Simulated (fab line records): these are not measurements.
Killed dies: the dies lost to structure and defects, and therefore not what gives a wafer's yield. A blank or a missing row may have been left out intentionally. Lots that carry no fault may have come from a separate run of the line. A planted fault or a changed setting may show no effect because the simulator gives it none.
fab line records ; flow sky130
[record] lots = 14; wafers = 42; last_day = 50
route steps=708 shown GATE_OXIDE@197 POLY_CUT@316 SD_P@326 METAL1@434
lots that met no fault: from a run of the same line without faults
start_h: hours from the record's opening day to when the first of the lot's shown wafers began ; wait_h: hours from the lot's prior step to this one ; " same as the row above ; L1.1+2: one row covering several wafers at once ; - value missing, or start not given ; * or withheld: withheld ; < > ~ a bound
route shown NAME@n: names a module that has steps shown in the file, with the first one's number in the route ; usual: mean and standard deviation over wafers with no fault ; same: alike in all rows ; chamber/n: place in a boat ; sites: the reading at each site ; _std_site: the values' standard deviation ; _edge_site: outer sites' mean less inner sites' ; radius_mm: how far each site lies from the wafer's centre ; mask NAME#n: copy n ; behind: the last tool/chamber to shape the wafer ; hold: why the lot went on hold/how many hours it stayed there/how the hold came to an end ; device: whichever transistor did not switch (one of n, p or np) ; end of line: the route-end tests of the same wafers ; a step without rows: its recipe alone ; killed: the dies lost at the first sort to structure and to defects; this is not the yield of the wafer ; map: dies across one wafer; x = killed, . = not, _ = none there
set.NAME: the setting the step ran with; set.NAME@STEP: the setting that earlier step ran with ; model.NAME: the simulator's own value behind a step, which no gauge read
one table for each step of the route and one row for each wafer, over a sample of lots
services: when a tool's chamber went out of use (start_h, in hours from the record's first day, below 0 if earlier), for how many hours, and the reason
[[steps]]
[step SKY_GATE_OXIDE_OVL_MEAS_10]
[usual] GATE_OXIDE_OVL = 0.5/1.5
lot.wafer;tool;chamber;start_h;wait_h;GATE_OXIDE_OVL[nm]
L698.1;overlay-02;-;315.32;0.1;1.6
L698.2;overlay-02;-;315.32;0.1;1.1
L698.5;overlay-02;-;315.32;0.1;1.1
L699.3;overlay-02;-;329.08;0.1;1.3
L699.4;overlay-02;-;329.08;0.1;0.3
L699.6;overlay-02;-;329.08;0.1;0.5
L700.2;overlay-01;-;336.29;0.1;0.9
L700.3;overlay-01;-;336.29;0.1;-0.6
L700.6;overlay-01;-;336.29;0.1;0.8
L702.1;overlay-01;-;350.14;0.1;-1.6
L702.2;overlay-01;-;350.14;0.1;-1.4
L702.3;overlay-01;-;350.14;0.1;-1.8
L710.1;overlay-01;-;421.94;0.1;-1.4
L710.3;overlay-01;-;421.94;0.1;-0.5
L710.4;overlay-01;-;421.94;0.1;-3.2
L709.2;overlay-02;-;427.11;0.1;1.4
L709.5;overlay-02;-;427.11;0.1;0.3
L709.6;overlay-02;-;427.11;0.1;0.8
L712.4;overlay-01;-;441.04;0.1;1.1
L712.5;overlay-01;-;441.04;0.1;2.5
L712.6;overlay-01;-;441.04;0.1;1.4
L715.2;overlay-02;-;456.04;0.1;1.4
L715.3;overlay-02;-;456.04;0.1;1.9
L715.5;overlay-02;-;456.04;0.1;0.7
L714.1;overlay-01;-;456.16;0.1;-2.0
L714.5;overlay-01;-;456.16;0.1;-3.6
L714.6;overlay-01;-;456.16;0.1;-1.3
L716.1;overlay-02;-;466.31;0.1;-1.2
L716.2;overlay-02;-;466.31;0.1;-0.3
L716.4;overlay-02;-;466.31;0.1;0.4
L717.2;overlay-01;-;476.34;0.1;0.2
L717.4;overlay-01;-;476.34;0.1;-0.5
L717.6;overlay-01;-;476.34;0.1;1.1
L718.3;overlay-01;-;485.63;0.1;-2.6
L718.4;overlay-01;-;485.63;0.1;-1.7
L718.5;overlay-01;-;485.63;0.1;-1.3
L719.2;overlay-02;-;493.09;0.1;2.0
L719.4;overlay-02;-;493.09;0.1;1.9
L719.5;overlay-02;-;493.09;0.1;1.9
L720.1;overlay-02;-;525.53;0.1;-0.8
L720.3;overlay-02;-;525.53;0.1;-2.0
L720.4;overlay-02;-;525.53;0.1;0.2
[step SKY_POLY_CUT_OVL_MEAS_09]
[usual] POLY_CUT_OVL = -9/7.5
lot.wafer;tool;chamber;start_h;wait_h;POLY_CUT_OVL[nm]
L698.1;overlay-02;-;566.93;0.1;-3
L698.2;overlay-02;-;566.93;0.1;1
L698.5;overlay-02;-;566.93;0.1;1
L699.3;overlay-02;-;579.52;0.1;-10
L699.4;overlay-02;-;579.52;0.1;-11
L699.6;overlay-02;-;579.52;0.1;-8
L700.2;overlay-02;-;593.99;0.1;-13
L700.3;overlay-02;-;593.99;0.1;-6
L700.6;overlay-02;-;593.99;0.1;-10
L702.1;overlay-01;-;604.48;0.1;-4
L702.2;overlay-01;-;604.48;0.1;-12
L702.3;overlay-01;-;604.48;0.1;-15
L710.1;overlay-02;-;677.70;0.1;-15
L710.3;overlay-02;-;677.70;0.1;-19
L710.4;overlay-02;-;677.70;0.1;-24
L709.2;overlay-02;-;678.44;0.1;1
L709.5;overlay-02;-;678.44;0.1;-5
L709.6;overlay-02;-;678.44;0.1;-1
L712.4;overlay-01;-;689.12;0.1;-1
L712.5;overlay-01;-;689.12;0.1;1
L712.6;overlay-01;-;689.12;0.1;-3
L715.2;overlay-01;-;705.59;0.1;1
L715.3;overlay-01;-;705.59;0.1;-3
L715.5;overlay-01;-;705.59;0.1;3
L714.1;overlay-01;-;707.63;0.1;-19
L714.5;overlay-01;-;707.63;0.1;-16
L714.6;overlay-01;-;707.63;0.1;-21
L716.1;overlay-01;-;713.89;0.1;-11
L716.2;overlay-01;-;713.89;0.1;-4
L716.4;overlay-01;-;713.89;0.1;-4
L717.2;overlay-01;-;722.63;0.1;-17
L717.4;overlay-01;-;722.63;0.1;-23
L717.6;overlay-01;-;722.63;0.1;-21
L718.3;overlay-01;-;731.89;0.1;-9
L718.4;overlay-01;-;731.89;0.1;-6
L718.5;overlay-01;-;731.89;0.1;-7
L719.2;overlay-02;-;739.86;0.1;-8
L719.4;overlay-02;-;739.86;0.1;-8
L719.5;overlay-02;-;739.86;0.1;-8
L720.1;overlay-02;-;762.73;0.1;-10
L720.3;overlay-02;-;762.73;0.1;-10
L720.4;overlay-02;-;762.73;0.1;-9
[step SKY_SD_P_DEVELOP_06]
[recipe] resist = NOVOLAK; developer = TMAH; develop_time_s = 60; dev_temp_c = 23
[usual] chill_plate_temp_C = 22.99/0.13; develop_time_s = 60/0
lot.wafer;tool;chamber;start_h;wait_h;chill_plate_temp_C;develop_time_s
L698.1;litho_track-04;0;597.01;0.1;22.94;60
L698.2;litho_track-04;0;597.01;0.1;22.88;60
L698.5;litho_track-04;0;597.01;0.1;22.74;60
L699.3;litho_track-02;-;607.43;0.1;-;-
L699.4;litho_track-02;-;607.43;0.1;-;-
L699.6;litho_track-02;-;607.43;0.1;-;-
L700.2;litho_track-04;-;622.28;0.1;-;-
L700.3;litho_track-04;-;622.28;0.1;-;-
L700.6;litho_track-04;-;622.28;0.1;-;-
L702.1;litho_track-04;0;633.81;0.1;22.98;60
L702.2;litho_track-04;0;633.81;0.1;22.94;60
L702.3;litho_track-04;0;633.81;0.1;22.89;60
L710.1;litho_track-02;0;705.28;0.1;22.92;60
L710.3;litho_track-02;0;705.28;0.1;22.86;60
L710.4;litho_track-02;0;705.28;0.1;22.85;60
L709.2;litho_track-04;0;706.13;0.1;23.23;60
L709.5;litho_track-04;0;706.13;0.1;23.10;60
L709.6;litho_track-04;0;706.13;0.1;23.20;60
L712.4;litho_track-04;0;717.08;0.1;22.89;60
L712.5;litho_track-04;0;717.08;0.1;23.03;60
L712.6;litho_track-04;0;717.08;0.1;23.00;60
L715.2;litho_track-02;0;733.41;0.1;22.96;60
L715.3;litho_track-02;0;733.41;0.1;23.11;60
L715.5;litho_track-02;0;733.41;0.1;22.81;60
L714.1;litho_track-03;0;735.47;0.1;22.87;60
L714.5;litho_track-03;0;735.47;0.1;23.04;60
L714.6;litho_track-03;0;735.47;0.1;23.21;60
L716.1;litho_track-04;0;741.46;0.1;23.12;60
L716.2;litho_track-04;0;741.46;0.1;23.06;60
L716.4;litho_track-04;0;741.46;0.1;23.17;60
L717.2;litho_track-03;0;750.19;0.1;23.04;60
L717.4;litho_track-03;0;750.19;0.1;22.89;60
L717.6;litho_track-03;0;750.19;0.1;23.08;60
L718.3;litho_track-03;0;759.02;0.1;22.90;60
L718.4;litho_track-03;0;759.02;0.1;23.06;60
L718.5;litho_track-03;0;759.02;0.1;23.01;60
L719.2;litho_track-04;0;767.18;0.1;23.00;60
L719.4;litho_track-04;0;767.18;0.1;22.99;60
L719.5;litho_track-04;0;767.18;0.1;23.03;60
L720.1;litho_track-02;0;789.79;0.1;22.96;60
L720.3;litho_track-02;0;789.79;0.1;23.00;60
L720.4;litho_track-02;0;789.79;0.1;22.88;60
[step SKY_METAL1_SPUTTER_00]
[recipe] material = Ti; target_thk_nm = 15; power_w = 3000; time_s = 10; chamber_pressure_pa = 0.4
[usual] throttle_valve_pct = 30.3/1.1
lot.wafer;tool;chamber;start_h;wait_h;throttle_valve_pct
L698.1;pvd_sputter-03;-;744.31;0.1;30.5
L698.2;pvd_sputter-03;-;744.31;0.1;29.9
L698.5;pvd_sputter-03;-;744.31;0.1;30.0
L699.3;pvd_sputter-02;-;753.41;0.2;30.5
L699.4;pvd_sputter-02;-;753.41;0.2;28.6
L699.6;pvd_sputter-02;-;753.41;0.2;28.7
L700.2;pvd_sputter-01;-;767.65;0.1;28.2
L700.3;pvd_sputter-01;-;767.65;0.1;30.3
L700.6;pvd_sputter-01;-;767.65;0.1;32.4
L702.1;pvd_sputter-02;-;778.43;0.2;28.5
L702.2;pvd_sputter-02;-;778.43;0.2;30.5
L702.3;pvd_sputter-02;-;778.43;0.2;30.3
L710.1;pvd_sputter-03;-;845.54;0.2;31.7
L710.3;pvd_sputter-03;-;845.54;0.2;29.4
L710.4;pvd_sputter-03;-;845.54;0.2;30.5
L709.2;pvd_sputter-03;-;847.54;0.1;30.7
L709.5;pvd_sputter-03;-;847.54;0.1;29.7
L709.6;pvd_sputter-03;-;847.54;0.1;31.2
L712.4;pvd_sputter-01;-;856.29;0.2;29.9
L712.5;pvd_sputter-01;-;856.29;0.2;32.4
L712.6;pvd_sputter-01;-;856.29;0.2;30.0
L715.2;pvd_sputter-03;-;874.22;0.1;29.5
L715.3;pvd_sputter-03;-;874.22;0.1;29.9
L715.5;pvd_sputter-03;-;874.22;0.1;31.3
L714.1;pvd_sputter-01;-;874.49;0.2;32.4
L714.5;pvd_sputter-01;-;874.49;0.2;28.2
L714.6;pvd_sputter-01;-;874.49;0.2;32.1
L716.1;pvd_sputter-03;-;880.79;0.2;30.4
L716.2;pvd_sputter-03;-;880.79;0.2;30.3
L716.4;pvd_sputter-03;-;880.79;0.2;31.1
L717.2;pvd_sputter-01;-;887.29;0.1;30.2
L717.4;pvd_sputter-01;-;887.29;0.1;32.4
L717.6;pvd_sputter-01;-;887.29;0.1;30.3
L718.3;pvd_sputter-03;-;898.28;0.1;30.1
L718.4;pvd_sputter-03;-;898.28;0.1;29.2
L718.5;pvd_sputter-03;-;898.28;0.1;30.5
L719.2;pvd_sputter-03;-;904.89;0.2;29.1
L719.4;pvd_sputter-03;-;904.89;0.2;30.9
L719.5;pvd_sputter-03;-;904.89;0.2;30.0
L720.1;pvd_sputter-03;-;926.14;0.1;29.2
L720.3;pvd_sputter-03;-;926.14;0.1;30.2
L720.4;pvd_sputter-03;-;926.14;0.1;29.4
[[services]]
tool;chamber;start_h;hours;kind
pvd_sputter-03;-;689.98;3.4;repair
pvd_sputter-02;-;740.16;2.5;repair
pvd_sputter-03;-;763.15;3.3;repair
pvd_sputter-02;-;766.08;0.8;repair
pvd_sputter-01;-;824.08;4.1;repair
pvd_sputter-01;-;856.58;1.7;repair
pvd_sputter-03;-;884.55;2.8;repair
pvd_sputter-01;-;897.77;110.0;repair
pvd_sputter-03;-;920.64;3.4;repair
[[key]]
[first_sign] step = SKY_SD_P_DEVELOP_06; reading = tool_record; direction = missing
effect none on later readings
met_at SKY_SD_P_DEVELOP_06
struck_lots L699,L700
sort_left_out L699.3,L699.4,L699.6,L700.2,L700.3,L700.6
tester_left_out L699,L700
not_acting_at SKY_GATE_OXIDE_OVL_MEAS_10,SKY_POLY_CUT_OVL_MEAS_09,SKY_METAL1_SPUTTER_00
onset_between 597.01 607.43
[fault] kind = skipped_step_whole; tool = litho_track-02,litho_track-04; chamber = -; onset_h = 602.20; steps = SKY_SD_P_DEVELOP_06; scope = struck_lots_only
// tester_left_out: of these lots the tester's yield and bins aren't shown, on N5 and GAA mostly nor the transistor test; their killed dies are dies lost to structure and defects alone, not to doping, threshold or leakage, so they don't give the yield
// sort_left_out: the simulated sort isn't trusted on such a fault, so these wafers' sort isn't shown, and their yield isn't known
